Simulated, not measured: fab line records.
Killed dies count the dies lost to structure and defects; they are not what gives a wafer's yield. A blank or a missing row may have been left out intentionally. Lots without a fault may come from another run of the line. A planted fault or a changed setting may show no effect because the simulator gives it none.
2 desks looking at one fault	flow sfqLine	every desk sees just its own numbers, and what lay behind them comes last

## FOR THE TOOL OWNER'S DESK: pecvd-01
The tool's own readings at SFQ_TRILAYER_I6_DEP_PECVD_165 (deposits SiO2 from SiH4/N2O, time 111.11 s, target thk 500 nm): means of the sampled wafers that have a number, for each lot that ran on this tool. Marked OUT: a lot whose mean sits more than 4 standard deviations from the usual mean, which makes it out of limits; the brackets give that distance.
Columns: A = heaterPowerOuterW at SFQ_TRILAYER_I6_DEP_PECVD_165, usual 24 W; B = heaterPowerW at SFQ_TRILAYER_I6_DEP_PECVD_165, usual 73 W; C = rfFwdPowerW at SFQ_TRILAYER_I6_DEP_PECVD_165, usual 182.4 W; D = showerheadVppV at SFQ_TRILAYER_I6_DEP_PECVD_165, usual 828 V; E = throttleValvePct at SFQ_TRILAYER_I6_DEP_PECVD_165, usual 24.6 %
lot	first seen here	A	B	C	D	E
L999	day 56 16:28	29	85	181.8	821	22.7
L100	day 57 00:37	29	85	182.9	820	22.7
L106	day 59 09:40	29	86	183.1	779	23.3
L111	day 60 09:40	32	90	182.6	802	23.1
L112	day 60 14:03	29	89	182.8	789	23.6
L113	day 60 20:25	44	107	108.8 (-99 or more) OUT	661	23.0
L120	day 62 09:13	47	109	109.0 (-99 or more) OUT	623 (-4.8) OUT	23.6
Finding of this desk: L113, L120 out of limits; the first was L113 at day 60 20:25, on rfFwdPowerW at SFQ_TRILAYER_I6_DEP_PECVD_165. L999, L100, L106, L111, L112 stayed within limits.

## THE METROLOGY DESK
What the gauges read for every lot (on any tool): the sampled wafers with a number, averaged. Marked OUT: a lot whose mean sits more than 4 standard deviations from the usual mean, which makes it out of limits; the brackets give that distance.
Columns: A = M3_NB_RS at SFQ_M3_RS_MEAS_919, usual 0.891 ohm/sq
lot	first seen here	A
L999	day 24 10:11	0.896
L100	day 24 12:37	0.892
L103	day 26 08:25	0.891
L104	day 26 15:34	0.889
L106	day 27 09:38	0.895
L107	day 27 21:35	0.898
L108	day 28 09:09	0.887
L110	day 29 00:45	0.897
L111	day 29 06:46	0.887
L112	day 29 11:22	0.905
L113	day 29 19:51	0.890
L114	day 30 15:03	0.894
L120	day 32 22:20	0.883
L122	day 33 09:11	0.886
Result from this desk: across the 14 lots, nothing is out of limits.

## TAKEN TOGETHER
The tool owner's desk had the chance to raise an alarm at day 60 20:25 on L113, L120.
At the metrology desk, nothing out of limits was observed.
The metrology desk has L113, L120 on record, within its limits.
SFQ_TRILAYER_I6_DEP_PECVD_165 was run on pecvd-01 by each of the lots named.

## WHAT WAS PUT IN BY THE SIMULATOR
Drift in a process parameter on pecvd-01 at SFQ_TRILAYER_I6_DEP_PECVD_165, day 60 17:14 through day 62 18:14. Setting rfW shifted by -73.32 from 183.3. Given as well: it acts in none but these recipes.
Lots struck among those shown: L113, L120.
Each desk's first reading out of limits, in hours after the fault started: the tool owner's desk, 3.
